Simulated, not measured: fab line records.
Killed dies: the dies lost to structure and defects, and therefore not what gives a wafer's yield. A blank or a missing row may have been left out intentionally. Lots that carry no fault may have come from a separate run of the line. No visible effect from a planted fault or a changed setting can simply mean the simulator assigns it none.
Code-filled problem report in 8D (eight disciplines) form / flow gf180mcu / the parts of the form that need people (team, actions taken, sign-off) are left out

## 1. THE ISSUE
Mean of cd nm at GF_CONTACT_CD_MEAS_14: 262.6 nm across 6 wafers in 2 lots; on wafers with no fault it is 220.0 nm (standard deviation 1.4). That puts it +30 standard deviations away from the usual mean.
The step: target cd 220 nm.
The first sign was on wafer L127.1 at day 22 23:05, on cd sem-01. Wafers with a number at this step in the record: 39, from 13 lots. By rule, "out" or "out of limits" means more than 4 standard deviations away from the usual mean. All remaining wafers that have a number are taken as sound.

## 2. WHAT IT IS, AND WHAT IT ISN'T
question=which readings at this step | is=cd nm | is not=-
question=which lots | is=L127, L129 | is not=L108, L110, L111, L112, L114, L115, L116, L117, L119, L124, L131
question=which wafers of those lots | is=all that have a number | is not=-
question=read on which gauges | is=cd sem-01, cd sem-02 | is not=-
question=when | is=from day 22 23:05 | is not=up to then (30 sound wafers); but 3 sound wafers of L131 came after

## 3. THE SUSPECTS, EACH WITH WHAT RULES IT OUT
Counting: any tool at a process step up to the reading is kept as a suspect provided that every lot that is out went through it and no sound lot did after the first of them.
- the gauge at GF_CONTACT_CD_MEAS_14 is ruled out. Those wafers that are out were read across 2 gauges (cd sem-01, cd sem-02).
- krf scanner-02 at GF_CONTACT_EXPOSE_11 (exposes mask Contact, target cd 220 nm): kept. All lots that are out passed through it, beginning with L127 at day 22 11:30, and no sound lot followed; its final sound lot before that point was L124 at day 21 18:02. Its own readings are out on those wafers: exposure dose mJ cm2.
The count leaves krf scanner-02 at GF_CONTACT_EXPOSE_11.

## 4. THE CAUSE (what the simulator had put in)
Process parameters drifting: krf scanner-02 at GF_CONTACT_EXPOSE_11, beginning at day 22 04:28. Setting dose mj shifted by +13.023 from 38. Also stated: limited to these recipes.
After counting, this tool was the only one left.

## 5. THE EFFECT CHAIN, in route order
Each row: a reading where the mean over the struck wafers with a number is more than 3 standard deviations away from the usual. Readings are gone through only where the record gives a usual standard deviation; hours: the median, over the lots, of the time from a lot's start at the first step in this table giving one to that lot's start at this step; sigmas: the change measured in usual standard deviations.
hours=0; step=GF_CONTACT_EXPOSE_11; reading=exposure dose mJ cm2; usual=38.12; on struck wafers=50.02; change=+11.91; sigmas=+99 or more
hours=11; step=GF_CONTACT_CD_MEAS_14; reading=cd nm; usual=220.0 nm; on struck wafers=262.6; change=+42.6; sigmas=+30
hours=277; step=GF_PASSIVATION_PROBE_99; reading=killed at contacts; usual=5.4; on struck wafers=312.2; change=+306.8; sigmas=+99 or more
hours=277; step=GF_PASSIVATION_PROBE_99; reading=killed dies; usual=47; on struck wafers=357; change=+310; sigmas=+53
hours=277; step=GF_PASSIVATION_PROBE_99; reading=killed on rim; usual=10; on struck wafers=48; change=+38; sigmas=+12
Here are the process steps it includes:
- GF_CONTACT_EXPOSE_11: exposes mask Contact, target cd 220 nm.
- GF_PASSIVATION_PROBE_99

## 6. WHAT WOULD HAVE CAUGHT IT SOONER
The first out-of-limits reading at a measuring or inspecting step in this record came at day 22 23:05, 19 hours after the fault's start at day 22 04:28.
The tool's own readings at GF_CONTACT_EXPOSE_11 were out on every struck wafer that the step has a row for (exposure dose mJ cm2): an alarm limit on them would have fired on the first of those.
L129, from the lots that are out (2), started GF_CONTACT_EXPOSE_11 on krf scanner-02 later than day 22 23:05. A hold on the tool at that time would have spared it.
